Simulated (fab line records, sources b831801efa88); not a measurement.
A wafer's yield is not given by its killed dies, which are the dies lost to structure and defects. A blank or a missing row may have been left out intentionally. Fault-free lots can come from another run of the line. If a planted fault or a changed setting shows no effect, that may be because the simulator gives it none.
Code-filled problem report in 8D (eight disciplines) form || flow sfq line || the parts of the form that need people (team, actions taken, sign-off) are left out

## 1. THE PROBLEM
thk nm at SFQ_TRILAYER_I2_METRO_MEASURE_065 reads a mean of 218.2 nm on 1 wafer of 1 lot; wafers without a fault read 199.9 nm with a standard deviation of 1.1. That puts it +17 standard deviations away from the usual mean.
First seen on wafer L956.5, day 23 09:17, on film metro-03. The record has a number at this step for 38 wafers belonging to 13 lots. Rule for "out", or "out of limits": more than 4 standard deviations from the usual mean. Any other wafer with a number is counted as sound.

## 2. WHAT THIS IS AND IS NOT
{"question": "which readings at this step", "is": "thk nm", "is not": "-"}
{"question": "which lots", "is": "L956", "is not": "L942, L944, L945, L947, L948, L949, L959, L960, L961, L962, L963, L965"}
{"question": "which wafers of those lots", "is": "L956.5", "is not": "L956.6"}
{"question": "read on which tools", "is": "film metro-03", "is not": "film metro-01, film metro-02"}
{"question": "when", "is": "from day 23 09:17", "is not": "up to then (19 sound wafers); but 18 sound wafers of L959, L960, L961, L962, L963, L965 came after"}

## 3. WHAT RULES OUT EACH SUSPECT
Counting: a tool at a process step up to the reading stays a suspect if it ran every lot that is out. Sound lots after the first of them don't rule it out here, since some wafers of a struck lot are sound.
- cmp-02 at SFQ_TRILAYER_I2_CMP_CMP_064 (polishes SiO2): kept. L956, the lot that is out, went through it at day 23 07:22; up to then, the latest sound lot through it was L949 at day 19 14:58.
- film metro-03 at SFQ_TRILAYER_I2_METRO_MEASURE_065: kept. L956, the lot that is out, went through it at day 23 09:17; up to then, the latest sound lot through it was L948 at day 19 07:35. On those wafers its own readings are out: thk nm.
- The sound lot-mates ran in chamber 0 of cmp-02 at SFQ_TRILAYER_I2_CMP_CMP_064, but the wafers that are out ran in chamber 1.
After counting, cmp-02 at SFQ_TRILAYER_I2_CMP_CMP_064 and film metro-03 at SFQ_TRILAYER_I2_METRO_MEASURE_065 remain.

## 4. THE CAUSE (what the simulator had put in)
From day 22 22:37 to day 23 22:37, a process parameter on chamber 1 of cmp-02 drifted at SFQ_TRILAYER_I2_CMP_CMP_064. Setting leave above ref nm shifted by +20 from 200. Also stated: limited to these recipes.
This tool is one of the 2 suspects left after counting.

## 5. THE CHAIN OF EFFECTS, in route order
Each row: a reading where the mean over the struck wafers with a number is more than 3 standard deviations away from the usual. Readings are gone through only where the record gives a usual standard deviation; hours: the median, over the lots, of the time from a lot's start at the first step in this table giving one to that lot's start at this step; sigmas: the change measured in usual standard deviations.
{"hours": 0, "step": "SFQ_TRILAYER_I2_METRO_MEASURE_065", "reading": "thk nm", "usual": "199.9 nm", "on struck wafers": 218.2, "change": "+18.3", "sigmas": "+17"}
{"hours": 146, "step": "SFQ_TRILAYER_I2_VIA_ETCH_VIA_ETCH_070", "reading": "oes product au", "usual": "0.855 a.u.", "on struck wafers": 0.910, "change": "+0.055", "sigmas": "+11"}
Its process steps:
- SFQ_TRILAYER_I2_METRO_MEASURE_065
- SFQ_TRILAYER_I2_VIA_ETCH_VIA_ETCH_070: etches SiO2 in CHF3, stops on Nb, target depth 260 nm.

## 6. WHAT WOULD HAVE CAUGHT IT SOONER
In this record no reading fell out of limits until day 23 09:17, 11 hours after the fault had begun at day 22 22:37.
Tool readings at SFQ_TRILAYER_I2_CMP_CMP_064 with a usual standard deviation given in the record: none out on any struck wafer, hence no alarm at a limit of 4 standard deviations on them.
Lots out: 1; all had begun SFQ_TRILAYER_I2_CMP_CMP_064 on cmp-02 by day 23 09:17. Had the tool been put on hold then, not one of them would have been saved.
